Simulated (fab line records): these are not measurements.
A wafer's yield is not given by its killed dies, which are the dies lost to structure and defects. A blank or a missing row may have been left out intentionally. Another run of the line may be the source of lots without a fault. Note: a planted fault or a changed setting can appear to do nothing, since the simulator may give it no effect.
2 desks, one fault ; flow sky130 ; what lay behind the numbers comes last; until then each desk has only its own

## AT THE TOOL OWNER'S DESK: implanter-03
SKY_VT_ADJUST_NCORE_IMPLANT_09, tool's own readings: per-lot mean of the sampled wafers with a number, covering each lot this tool ran. The brackets show how far a lot's mean lies from the usual mean; more than 4 standard deviations puts the lot out of limits, marked OUT.
Columns: A = beam energy keV at SKY_VT_ADJUST_NCORE_IMPLANT_09, usual 10.000; B = beam on s at SKY_VT_ADJUST_NCORE_IMPLANT_09, usual 10.01 s; C = faraday current uA at SKY_VT_ADJUST_NCORE_IMPLANT_09, usual 13.53
lot;first seen here;A;B;C
L826;day 9 02:40;9.999;10.16;13.33
L827;day 9 08:33;9.999;9.78;13.85
L828;day 9 14:50;9.999;10.07;13.47
L845;day 15 01:20;10.004;10.03;13.50
Finding of this desk: none of the 4 lots has anything out of limits.

## METROLOGY DESK
What the gauges read for every lot (on any tool): the sampled wafers with a number, averaged. The brackets show how far a lot's mean lies from the usual mean; more than 4 standard deviations puts the lot out of limits, marked OUT.
Columns: A = VT_ADJUST_LVTN_01_OVL at SKY_VT_ADJUST_LVTN_OVL_MEAS_18, usual 0.3 nm; B = VT_ADJUST_NCORE_TW at SKY_VT_ADJUST_NCORE_TW_MEAS_11, usual 217.0; C = SONOS_ONO_OXIDATION_THK at SKY_SONOS_ONO_THK_MEAS_01, usual 2.63 nm; D = SONOS_ONO_CVD_02_THK at SKY_SONOS_ONO_THK_MEAS_03, usual 10.72 nm
lot;first seen here;A;B;C;D
L824;day 7 18:43;1.9;216.1;2.65;10.56
L825;day 7 21:30;-0.1;217.1;2.67;10.59
L826;day 8 05:20;0.8;215.1;2.55;10.71
L827;day 8 11:11;0.7;215.5;2.62;10.60
L828;day 8 17:06;-0.4;215.0;2.61;10.62
L829;day 9 01:21;-1.7;217.4;2.63;10.87
L831;day 9 17:43;0.4;217.7;2.64;10.79
L832;day 9 23:27;0.5;217.6;2.73;10.65
L841;day 12 12:32;-0.3;29.6 (-99 or more) OUT;-;-
L842;day 12 18:38;-0.6;29.5 (-99 or more) OUT;-;-
L844;day 13 15:03;1.5;216.4;2.66;10.61
L845;day 13 22:38;2.9;216.5;2.66;11.02
L846;day 14 07:46;-1.0;217.4;2.63;10.86
L847;day 14 09:56;1.2;217.7;2.57;10.80
Finding of this desk: L841, L842 out of limits, first seen on L841 at day 13 14:16 (VT_ADJUST_NCORE_TW at SKY_VT_ADJUST_NCORE_TW_MEAS_11). L824, L825, L826, L827, L828, L829, L831, L832, L844, L845, L846, L847 stayed within limits.

## BROUGHT TOGETHER
An alarm was possible from the metrology desk at day 13 14:16, on L841, L842.
Nothing out of limits was seen by the tool owner's desk.
The tool owner's desk has no number on record for L841, L842.
All the named lots went through SKY_VT_ADJUST_NCORE_IMPLANT_09 on implanter-03.

## WHAT THE SIMULATOR HAD INSERTED
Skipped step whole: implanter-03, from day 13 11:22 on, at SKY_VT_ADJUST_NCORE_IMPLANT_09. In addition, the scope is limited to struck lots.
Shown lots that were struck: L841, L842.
Time in hours between the start of the fault and the first out-of-limits reading at each desk: metrology desk, 3.
